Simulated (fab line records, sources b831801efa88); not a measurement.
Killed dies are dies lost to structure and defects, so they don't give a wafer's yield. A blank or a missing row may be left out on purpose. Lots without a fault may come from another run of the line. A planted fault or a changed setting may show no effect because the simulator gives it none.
Which tool did it? | flow gf180mcu | 11 lots, 33 wafers sampled, at 5 steps of a route of 602

WHAT THE GAUGES READ, wafer by wafer
GF_V5_THK_MEAS_25: measures by xrf.
lot  | measured     | on            | V5_W_THK (nm)
L682 | day 27 12:55 | film_metro-03 | 335 336 338
L684 | day 28 16:07 | film_metro-04 | 344 343 339
L685 | day 28 23:00 | film_metro-02 | 338 334 337
L686 | day 29 04:22 | film_metro-03 | 330 333 330
L688 | day 29 12:57 | film_metro-03 | 331 331 334
L690 | day 29 13:56 | film_metro-04 | 337 340 339
L699 | day 32 11:01 | film_metro-03 | 329 332 331
L700 | day 32 20:30 | film_metro-04 | 332 331 333
L701 | day 33 04:21 | film_metro-02 | 332 329 335
L703 | day 33 14:47 | film_metro-03 | 336 330 333
L704 | day 33 20:40 | film_metro-04 | 337 330 328

GF_TOP_METAL_OVL_MEAS_15.
lot  | measured     | on         | TOP_METAL_OVL (nm)
L682 | day 28 18:40 | overlay-01 | 0.0 0.9 0.3
L684 | day 29 03:47 | overlay-01 | 0.5 -0.5 1.8
L685 | day 29 16:26 | overlay-02 | 0.9 0.7 -2.8
L686 | day 29 23:58 | overlay-01 | -0.2 0.3 2.0
L688 | day 30 08:20 | overlay-01 | 1.0 1.4 1.0
L690 | day 30 10:59 | overlay-01 | -0.8 0.3 -0.2
L699 | day 33 03:59 | overlay-02 | 0.1 0.0 -0.4
L700 | day 33 12:29 | overlay-02 | 1.8 3.3 1.8
L701 | day 33 20:52 | overlay-01 | -0.4 1.1 -0.4
L703 | day 34 05:44 | overlay-02 | -0.4 0.1 0.4
L704 | day 34 12:07 | overlay-02 | 0.1 0.6 0.5

GF_PASSIVATION_THK_MEAS_03.
lot  | measured     | on            | PASSIVATION_CVD_02_THK (nm)
L682 | day 28 19:51 | film_metro-01 | 696 708 699
L684 | day 29 05:00 | film_metro-02 | 696 707 707
L685 | day 29 17:38 | film_metro-03 | 702 714 713
L686 | day 30 01:12 | film_metro-01 | 690 690 694
L688 | day 30 09:31 | film_metro-02 | 692 704 709
L690 | day 30 12:10 | film_metro-03 | 692 710 720
L699 | day 33 05:10 | film_metro-02 | 597 712 603
L700 | day 33 13:42 | film_metro-02 | 690 696 718
L701 | day 33 22:07 | film_metro-02 | 703 715 716
L703 | day 34 06:57 | film_metro-01 | 696 700 720
L704 | day 34 13:17 | film_metro-01 | 690 684 700

WHICH TOOL RAN EACH LOT (tool, then ch and the chambers of the sampled wafers, then the start)
lot  | GF_TOP_METAL_SPUTTER_02      | GF_PASSIVATION_CVD_02
L682 | pvd_sputter-01, day 27 13:31 | pecvd-04 ch 0,1, day 28 19:32
L684 | pvd_sputter-03, day 28 16:46 | pecvd-03 ch 1,2, day 29 04:43
L685 | pvd_sputter-03, day 28 23:29 | pecvd-02 ch 1,2, day 29 17:20
L686 | pvd_sputter-04, day 29 04:52 | pecvd-04 ch 0,1,2, day 30 00:55
L688 | pvd_sputter-03, day 29 13:26 | pecvd-03 ch 0,1, day 30 09:13
L690 | pvd_sputter-04, day 29 14:25 | pecvd-04 ch 0,1,2, day 30 11:52
L699 | pvd_sputter-03, day 32 11:30 | pecvd-03 ch 1,2, day 33 04:53
L700 | pvd_sputter-04, day 32 20:59 | pecvd-02 ch 0,1, day 33 13:24
L701 | pvd_sputter-04, day 33 04:51 | pecvd-04 ch 0,1, day 33 21:50
L703 | pvd_sputter-01, day 33 15:16 | pecvd-04 ch 0,1,2, day 34 06:39
L704 | pvd_sputter-01, day 33 21:09 | pecvd-02 ch 0,2, day 34 13:00
- GF_TOP_METAL_SPUTTER_02: material AlCu, target thk 900 nm, time 47.82 s.
- GF_PASSIVATION_CVD_02: deposits Si3N4, target thk 700 nm, time 486.18 s.

WHAT THE TOOLS THEMSELVES READ (means of the sampled wafers that have a number; where no wafer has one, the mark that the record gives instead)
GF_TOP_METAL_SPUTTER_02.
lot  | tool           | throttle_valve_pct (%)
L682 | pvd_sputter-01 | 31.0
L684 | pvd_sputter-03 | 30.9
L685 | pvd_sputter-03 | 30.7
L686 | pvd_sputter-04 | 30.3
L688 | pvd_sputter-03 | 31.2
L690 | pvd_sputter-04 | 30.3
L699 | pvd_sputter-03 | 30.8
L700 | pvd_sputter-04 | 30.2
L701 | pvd_sputter-04 | 29.8
L703 | pvd_sputter-01 | 30.5
L704 | pvd_sputter-01 | 30.5

GF_PASSIVATION_CVD_02.
lot  | tool     | heater_power_w (W) | rf_fwd_power_W (W)
L682 | pecvd-04 | 631                | 449.5
L684 | pecvd-03 | 712                | 449.3
L685 | pecvd-02 | 677                | 450.0
L686 | pecvd-04 | 704                | 449.2
L688 | pecvd-03 | 669                | 449.5
L690 | pecvd-04 | 696                | 450.4
L699 | pecvd-03 | 742                | 330.4
L700 | pecvd-02 | 646                | 451.2
L701 | pecvd-04 | 652                | 449.1
L703 | pecvd-04 | 648                | 449.2
L704 | pecvd-02 | 648                | 450.0

THE ANSWER, worked out from the rows above alone
Rule: what is usual is taken from the lots themselves. Put in order of their means at a reading, lots are off if they are a third of the lots or fewer, leave a main group of 4 or more, and stand apart from it by a gap of 3 or more times the standard deviation of the main group's means; of several such gaps the widest counts. A main group whose means are all the same, to the digits that the tables above print for the reading, isn't used. A lot without any number at a reading at which 4 lots or more have one is off too. The other lots that the step has rows for count as sound. The gauges are gone through in route order, then the tools' own readings, and for those a lot's mean is taken as printed above. The first step at which some lot is off is used, and at that step the reading that is off furthest; a lot without a number counts as furthest.
Off: L699, at GF_PASSIVATION_THK_MEAS_03 (PASSIVATION_CVD_02_THK). The main group: mean 702 nm, standard deviation 6.4.
A tool fits if, at a process step before that reading, it ran every lot that is off, and no sound lot after the first of them. The gauges at GF_PASSIVATION_THK_MEAS_03 aren't tried: what is off there is off at GF_PASSIVATION_CVD_02 too, on other tools, and a gauge's error can't cause that. Can't be told from this: 2 tools fit, pvd_sputter-03 at GF_TOP_METAL_SPUTTER_02, pecvd-03 at GF_PASSIVATION_CVD_02.

WHAT THE SIMULATOR HAD PUT IN
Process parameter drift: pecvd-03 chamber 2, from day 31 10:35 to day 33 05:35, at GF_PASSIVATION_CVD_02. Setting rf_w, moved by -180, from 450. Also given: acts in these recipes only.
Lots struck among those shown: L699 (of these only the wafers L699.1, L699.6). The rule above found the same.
